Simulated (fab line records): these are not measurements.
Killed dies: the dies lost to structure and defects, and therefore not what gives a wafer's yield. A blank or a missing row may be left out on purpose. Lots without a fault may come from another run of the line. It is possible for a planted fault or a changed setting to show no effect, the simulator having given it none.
Chamber matching -- flow gf180mcu -- GF_V5_ETCH_16 on rieDiel-03 has 4 sister chambers
The step etches BARC in N2/H2. 4 wafers are shown with their chamber, then 8 later ones without.

WAFERS, EACH WITH ITS CHAMBER
wafer,chamber,throttleValvePct (%)
L315.4,2,13.070
L317.3,0,13.086
L317.5,1,13.074
L318.2,3,13.062

WAFERS WITH NO CHAMBER GIVEN
wafer,throttleValvePct (%)
L318.3,13.087
L318.5,13.067
L320.2,13.086
L320.3,13.084
L320.4,13.085
L324.2,13.078
L324.3,13.083
L324.4,13.065

CHAMBER TAKEN BY EACH
wafer,from the rows above,in truth
L318.3,0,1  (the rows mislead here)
L318.5,can't be placed: 2 or 3 or 1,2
L320.2,0,0
L320.3,0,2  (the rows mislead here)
L320.4,0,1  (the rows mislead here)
L324.2,can't be placed: 1 or 2 or 0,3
L324.3,0,0
L324.4,can't be placed: 3 or 2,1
Correct placement for 2 of the 8. Cannot be placed on the basis of these rows: 3; the candidates contain the true chamber in 1. Number placed wrongly: 3.
How it was worked out, from the rows above alone: a wafer's distance from a chamber is the root of the sum, over the readings, of the square of ((its reading less the chamber's mean) divided by the reading's scatter). If the next closest chamber is less than 2 further off than the closest, the wafer can't be placed; otherwise it belongs to the closest. For every chamber, the mean is computed from those of its wafers that are shown. The scatter (one wafer shown for each chamber): square how far every hidden wafer sits from the nearest shown wafer, average those squares and take the square root.
